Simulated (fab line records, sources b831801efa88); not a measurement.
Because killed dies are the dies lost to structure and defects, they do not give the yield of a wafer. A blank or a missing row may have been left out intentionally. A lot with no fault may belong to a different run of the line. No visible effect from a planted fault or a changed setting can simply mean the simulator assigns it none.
The tool behind it: which one? -- flow gf180mcu -- 39 wafers from 13 lots sampled at 2 of the route's 602 steps

## WHAT THE GAUGES READ, wafer by wafer
GF_VT_IMPLANT_OVL_MEAS_29. Usual: VT_IMPLANT_02_OVL 0.9 nm, standard deviation 1.4.
lot,measured,on,VT_IMPLANT_02_OVL (nm),flag
L234,day 6 18:48,overlay-01,1.7 2.7 1.4,
L236,day 7 07:33,overlay-02,4.1 1.5 3.8,
L237,day 7 12:55,overlay-01,-0.9 -0.9 0.0,
L240,day 8 10:54,overlay-02,0.8 0.5 0.6,
L242,day 8 23:55,overlay-02,1.6 1.6 1.5,
L243,day 9 07:39,overlay-02,2.2 4.5 2.6,
L244,day 9 13:45,overlay-02,1.7 2.6 1.5,
L245,day 9 19:29,overlay-01,-1.4 -0.6 0.8,
L246,day 10 02:38,overlay-02,-2.3 -0.8 -2.5,
L247,day 10 10:02,overlay-02,1.0 1.3 0.2,
L248,day 10 20:44,overlay-01,2.5 -0.1 0.1,
L249,day 11 08:40,overlay-01,0.9 1.1 1.1,
L250,day 11 17:50,overlay-01,0.7 1.4 0.9,

## TOOL THAT RAN EACH LOT (tool first, then ch and the chambers of the sampled wafers, then the start)
lot,GF_VT_IMPLANT_STRIP_20
L234,"plasma-asher-03 ch 0,1, day 6 04:15"
L236,"plasma-asher-02 ch 0,1, day 6 16:26"
L237,"plasma-asher-04 ch 0,1, day 6 21:30"
L240,"plasma-asher-03 ch 0,1, day 7 17:57"
L242,"plasma-asher-04 ch 0,1, day 8 07:05"
L243,"plasma-asher-02 ch 0,1, day 8 14:06"
L244,"plasma-asher-03 ch 0, day 8 20:36"
L245,"plasma-asher-03 ch 0,1, day 9 02:34"
L246,"plasma-asher-04 ch 0,1, day 9 09:45"
L247,"plasma-asher-03 ch 0,1, day 9 15:54"
L248,"plasma-asher-02 ch 0,1, day 10 02:47"
L249,"plasma-asher-02 ch 0,1, day 10 14:38"
L250,"plasma-asher-04 ch 0,1, day 10 23:47"
- GF_VT_IMPLANT_STRIP_20: strips in O2/N2.

## WHAT THE TOOLS THEMSELVES READ (means of the sampled wafers that have a number; where no wafer has one, the mark that the record gives instead)
GF_VT_IMPLANT_STRIP_20. Usual: drypump-motor-current-A 6.13 A, standard deviation 0.28; heater-power-w 335 W, standard deviation 34; oes-product-au 0.715 a.u., standard deviation 0.0043; strip-time-to-endpoint-s 12.64 s, standard deviation 0.034.
lot,tool,drypump-motor-current-A (A),heater-power-w (W),oes-product-au (a.u.),strip-time-to-endpoint-s (s),flag
L234,plasma-asher-03,6.30,298,0.718,12.65,
L236,plasma-asher-02,6.29,377,0.714,12.64,
L237,plasma-asher-04,5.99,331,0.717,12.63,
L240,plasma-asher-03,6.32,300,0.716,12.62,
L242,plasma-asher-04,5.71,320,0.716,12.65,
L243,plasma-asher-02,6.26,372,0.713,12.66,
L244,plasma-asher-03,6.11,327,0.717,12.66,
L245,plasma-asher-03,6.31,292,0.713,12.56,
L246,plasma-asher-04,5.98,333,0.715,12.63,
L247,plasma-asher-03,6.22,317,0.715,12.64,
L248,plasma-asher-02,6.24,371,0.715,12.62,
L249,plasma-asher-02,6.25,370,0.713,12.70,
L250,plasma-asher-04,5.99,330,0.714,12.66,

## THE ANSWER, worked out from the rows above alone
Rule: lot off if the mean of its wafers having a number is beyond 3 standard deviations from the usual mean. Also off: a lot with no number at a reading for which 4 or more lots have one. Where the step has rows for the other lots, those lots are counted as sound. First the gauges in route order, then the tools' own readings, where a lot's mean is used as printed above. At the first step where some lot is off, the reading lying furthest off is the one used; lots without a number count as furthest.
Nothing can be told from this: no lot is off at any reading shown.

## WHAT HAD BEEN PUT IN BY THE SIMULATOR
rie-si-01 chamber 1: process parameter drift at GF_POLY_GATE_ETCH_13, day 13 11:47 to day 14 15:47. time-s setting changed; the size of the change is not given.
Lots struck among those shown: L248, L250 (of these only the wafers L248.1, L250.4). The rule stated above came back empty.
